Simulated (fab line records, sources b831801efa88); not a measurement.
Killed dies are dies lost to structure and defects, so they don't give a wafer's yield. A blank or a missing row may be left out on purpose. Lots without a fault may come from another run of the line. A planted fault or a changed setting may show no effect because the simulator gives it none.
A struck lot beside a sound one | flow sky130 | 14 steps out of a route of 708
Sound: wafers L993.1, L993.2, L993.3. Struck: wafers L995.1, L995.3, L995.5. The cause comes at the end.
At each step with rows: each side's tool, then ch and its chambers, then its first start. Under that, the readings that differ: sound wafers | struck wafers | difference of the means | sigmas: that difference in standard deviations of wafers without a fault.
alike: readings whose means differ by less than 2 such deviations, and words and numbers that are the same on both sides. not compared: withheld readings, readings that some wafer has no value for, bounds like >300 that may hide the same value, and numbers for which the record gives no deviation and whose values overlap.
The two part at a step that has a row with sigmas, a row that says differs or no value, or rows on one side only. Numbers that don't overlap but have no deviation are shown without sigmas and don't part them. A reading that every wafer of one side lacks parts them only if that side has two wafers or more.

first, 3 steps without rows for these wafers: SKY_VT_ADJUST_NCORE_EXPOSE_04 (exposes mask LVTN COMPLEMENT THIN, target cd 380 nm); SKY_VT_ADJUST_NCORE_PEB_05; SKY_VT_ADJUST_NCORE_DEVELOP_06 (develop time 60 s).
SKY_VT_ADJUST_NCORE_CD_MEAS_07: target cd 380 nm.
  sound on cd_sem-02, day 9 11:56; struck on cd_sem-01, day 10 03:54
  alike: cd_nm
SKY_VT_ADJUST_NCORE_OVL_MEAS_08:
  sound on overlay-02, day 9 12:03; struck on overlay-01, day 10 04:01
  alike: VT_ADJUST_NCORE_OVL
then, 1 step without rows for these wafers: SKY_VT_ADJUST_NCORE_IMPLANT_09.
SKY_VT_ADJUST_NCORE_STRIP_10: strips in O2/N2.
  sound on plasma_asher-04 ch 0,1, day 9 12:14; struck on plasma_asher-01 ch 0,1, day 10 04:13
  reading                     | sound             | struck            | difference | sigmas
  drypump_motor_current_A (A) | 5.13 5.63 5.14    | 5.94 6.23 6.22    | +0.83      | +3
  n2_flow_sccm (sccm)         | 300.7 302.0 301.9 | 300.2 297.2 297.1 | -3.4       | -4
  alike: oes_product_au, strip_time_to_endpoint_s
  not compared: rf_hours_counter_h
SKY_VT_ADJUST_NCORE_TW_MEAS_11:
  sound on film_metro-03, day 9 12:20; struck on film_metro-04, day 10 04:19
  alike: VT_ADJUST_NCORE_TW
then, 4 steps without rows for these wafers: SKY_VT_ADJUST_HVTR_DEHYDRATE_00 (time 60 s); SKY_VT_ADJUST_HVTR_HMDS_01 (prime time 60 s); SKY_VT_ADJUST_HVTR_COAT_02 (resist thk 1132 nm); SKY_VT_ADJUST_HVTR_SOFTBAKE_03 (time 60 s).
SKY_VT_ADJUST_HVTR_EXPOSE_04: exposes mask HVTRM, target cd 380 nm.
  sound on iline_stepper-02 ch 0, day 9 23:29; struck on iline_stepper-02, day 10 16:14
  no value came back on the struck wafers for exposure_dose_mJ_cm2, focus_offset_nm (nm); on the sound wafers exposure_dose_mJ_cm2 reads 149.17 149.55 149.47
  alike: mask
then, 1 step without rows for these wafers: SKY_VT_ADJUST_HVTR_PEB_05.

WHERE THEY PART
First at SKY_VT_ADJUST_NCORE_STRIP_10; last, within this record, at SKY_VT_ADJUST_HVTR_EXPOSE_04.

WHY: what the simulator had put in
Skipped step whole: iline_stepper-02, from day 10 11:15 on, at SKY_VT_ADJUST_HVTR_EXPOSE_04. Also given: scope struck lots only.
